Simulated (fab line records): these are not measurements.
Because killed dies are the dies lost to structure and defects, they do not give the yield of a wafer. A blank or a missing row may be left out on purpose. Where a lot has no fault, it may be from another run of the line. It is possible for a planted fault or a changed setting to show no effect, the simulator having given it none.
The same fault as seen by 2 desks + flow gf180mcu + every desk sees just its own numbers, and what lay behind them comes last

AT THE METROLOGY DESK
What the gauges read for every lot (on any tool): the sampled wafers with a number, averaged. Any lot whose mean is over 4 standard deviations away from the usual mean is out of limits and marked OUT; that distance is given in the brackets.
Columns: A = V5_W_RS at GF_V5_RS_MEAS_24, usual 0.326 ohm/sq; B = V5_W_THK at GF_V5_THK_MEAS_25, usual 348 nm
| lot  | first seen here | A     | B   |
|------|-----------------|-------|-----|
| L915 | day 27 06:24    | 0.326 | 352 |
| L916 | day 27 11:52    | 0.329 | 343 |
| L917 | day 27 17:06    | 0.320 | 355 |
| L918 | day 28 04:23    | 0.325 | 351 |
| L921 | day 28 23:34    | 0.327 | 350 |
| L922 | day 29 02:43    | 0.322 | 355 |
| L924 | day 29 21:51    | 0.321 | 352 |
| L925 | day 30 06:52    | 0.327 | 350 |
| L926 | day 30 17:00    | 0.329 | 342 |
| L930 | day 31 14:20    | 0.317 | 355 |
| L936 | day 33 05:08    | 0.329 | 344 |
| L937 | day 33 11:02    | 0.325 | 347 |
| L938 | day 33 19:11    | 0.326 | 346 |
Result from this desk: across the 13 lots, nothing is out of limits.

FOR THE TOOL OWNER'S DESK: cvdW-01
The tool's own readings at GF_V5_CVD_23 (deposits W, target thk 350 nm, time 104.9 s): means of the sampled wafers that have a number, for each lot that ran on this tool. Any lot whose mean is over 4 standard deviations away from the usual mean is out of limits and marked OUT; that distance is given in the brackets.
Columns: A = heaterPowerW at GF_V5_CVD_23, usual 924 W
| lot  | first seen here | A   |
|------|-----------------|-----|
| L917 | day 27 16:58    | 860 |
| L921 | day 28 23:22    | 866 |
| L922 | day 29 02:35    | 868 |
| L924 | day 29 21:43    | 874 |
| L925 | day 30 06:46    | 855 |
| L926 | day 30 16:53    | 859 |
| L930 | day 31 14:13    | 875 |
Result from this desk: across the 7 lots, nothing is out of limits.

ALL TOGETHER
Metrology desk: nothing out of limits seen.
Nothing out of limits was seen by the tool owner's desk.

WHAT THE SIMULATOR HAD INSERTED
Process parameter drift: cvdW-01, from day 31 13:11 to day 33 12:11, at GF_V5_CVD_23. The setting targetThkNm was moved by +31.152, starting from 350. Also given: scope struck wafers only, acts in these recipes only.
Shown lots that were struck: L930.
